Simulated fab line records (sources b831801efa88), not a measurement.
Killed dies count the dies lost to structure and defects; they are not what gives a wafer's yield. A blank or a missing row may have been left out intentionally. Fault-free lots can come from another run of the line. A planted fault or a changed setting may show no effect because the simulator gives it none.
The tool behind it: which one?    flow gf180mcu    Sampling: 12 lots, 36 wafers, 3 of 602 route steps

== WHAT THE GAUGES READ, wafer by wafer ==
GF_V5_CD_MEAS_14 targets a cd of 260 nm. Usual: 259.8 nm for cd-nm, sd 1.1.
lot   measured      on         cd-nm (nm)         flag
L191  day 27 00:38  cd-sem-02  260.9 259.9 260.1  
L192  day 27 12:19  cd-sem-02  258.6 259.5 260.1  
L193  day 27 21:26  cd-sem-02  260.0 260.4 261.0  
L194  day 28 00:17  cd-sem-02  261.3 261.6 261.4  
L195  day 28 08:05  cd-sem-01  259.4 259.2 260.3  
L198  day 29 09:10  cd-sem-02  261.4 260.8 260.2  
L205  day 31 13:37  cd-sem-02  258.6 258.3 259.4  
L210  day 32 18:44  cd-sem-01  258.4 259.2 258.5  
L211  day 32 21:38  cd-sem-02  259.8 259.9 260.7  
L212  day 33 05:20  cd-sem-01  259.2 260.0 259.5  
L213  day 33 10:50  cd-sem-02  260.1 259.4 259.6  
L214  day 33 15:38  cd-sem-01  260.3 259.5 261.3  

GF_PASSIVATION_THK_MEAS_01. Usual: PASSIVATION_CVD_00_THK 1040 nm, standard deviation 12.
lot   measured      on             PASSIVATION_CVD_00_THK (nm)  flag
L191  day 27 23:38  film-metro-04  1024 1047 1056               
L192  day 28 10:22  film-metro-04  1022 1030 1029               
L193  day 28 19:58  film-metro-01  1046 1045 1054               
L194  day 28 22:23  film-metro-04  1025 1041 1034               
L195  day 29 05:58  film-metro-04  1036 1042 1053               
L198  day 30 06:02  film-metro-04  1036 1037 1047               
L205  day 32 08:38  film-metro-02  1044 1049 1041               
L210  day 33 12:53  film-metro-02  1031 1042 1061               
L211  day 33 15:36  film-metro-02  1044 1021 1052               
L212  day 33 23:13  film-metro-01  1046 1039 1051               
L213  day 34 05:02  film-metro-02  1034 1051 1054               
L214  day 34 09:34  film-metro-04  1037 1037 1055               

== WHAT TOOL EACH LOT RAN ON (gives the tool, then ch and the chambers of the sampled wafers, and finally the start) ==
lot   GF_HV_LDD_ETCHBACK_58
L191  rie-diel-01 ch 0,1, day 12 08:01
L192  rie-diel-03 ch 0,1,2, day 12 21:23
L193  rie-diel-04 ch 1,2, day 13 05:37
L194  rie-diel-04 ch 1,2, day 13 09:07
L195  rie-diel-04 ch 0,1, day 13 18:11
L198  rie-diel-03 ch 0,2, day 14 19:28
L205  rie-diel-03 ch 0,1,2, day 17 09:31
L210  rie-diel-01 ch 1,2, day 18 22:59
L211  rie-diel-01 ch 0,2,3, day 19 05:51
L212  rie-diel-04 ch 0,1, day 19 17:43
L213  rie-diel-04 ch 0,2,3, day 20 01:04
L214  rie-diel-04 ch 2,3, day 20 08:39
- GF_HV_LDD_ETCHBACK_58: etches Si3N4 in CH3F/O2, stops on SiO2, time 100 s, target depth 90 nm.

== WHAT THE TOOLS THEMSELVES READ (means of the sampled wafers that have a number; where no wafer has one, the mark that the record gives instead) ==
GF_HV_LDD_ETCHBACK_58. Usual: drypump-motor-current-A 5.7 A, standard deviation 0.52; oes-product-au 0.844 a.u., standard deviation 0.0068; throttle-valve-pct 10.562 %, standard deviation 0.0084.
lot   tool         drypump-motor-current-A (A)  oes-product-au (a.u.)  throttle-valve-pct (%)  flag
L191  rie-diel-01  5.2                          0.849                  10.561                  
L192  rie-diel-03  5.5                          0.835                  10.558                  
L193  rie-diel-04  6.2                          0.841                  10.559                  
L194  rie-diel-04  6.2                          0.854                  10.554                  
L195  rie-diel-04  5.8                          0.848                  10.568                  
L198  rie-diel-03  5.1                          0.839                  10.564                  
L205  rie-diel-03  5.5                          0.850                  10.563                  
L210  rie-diel-01  5.6                          0.839                  10.564                  
L211  rie-diel-01  5.5                          0.839                  10.561                  
L212  rie-diel-04  5.8                          0.836                  10.557                  
L213  rie-diel-04  5.5                          0.849                  10.560                  
L214  rie-diel-04  5.5                          0.838                  10.556                  

== THE ANSWER, worked out from the rows above alone ==
Rule: lot off if the mean of its wafers having a number is beyond 3 standard deviations from the usual mean. A lot without any number at a reading at which 4 lots or more have one is off too. The other lots that the step has rows for count as sound. After the gauges, taken in route order, come the tools' own readings; for these a lot's mean is taken, as printed above. At the first step where some lot is off, the reading lying furthest off is the one used; lots without a number count as furthest.
Across all readings shown, no lot is off: no conclusion can be drawn from this.

== WHAT HAD BEEN PUT IN BY THE SIMULATOR ==
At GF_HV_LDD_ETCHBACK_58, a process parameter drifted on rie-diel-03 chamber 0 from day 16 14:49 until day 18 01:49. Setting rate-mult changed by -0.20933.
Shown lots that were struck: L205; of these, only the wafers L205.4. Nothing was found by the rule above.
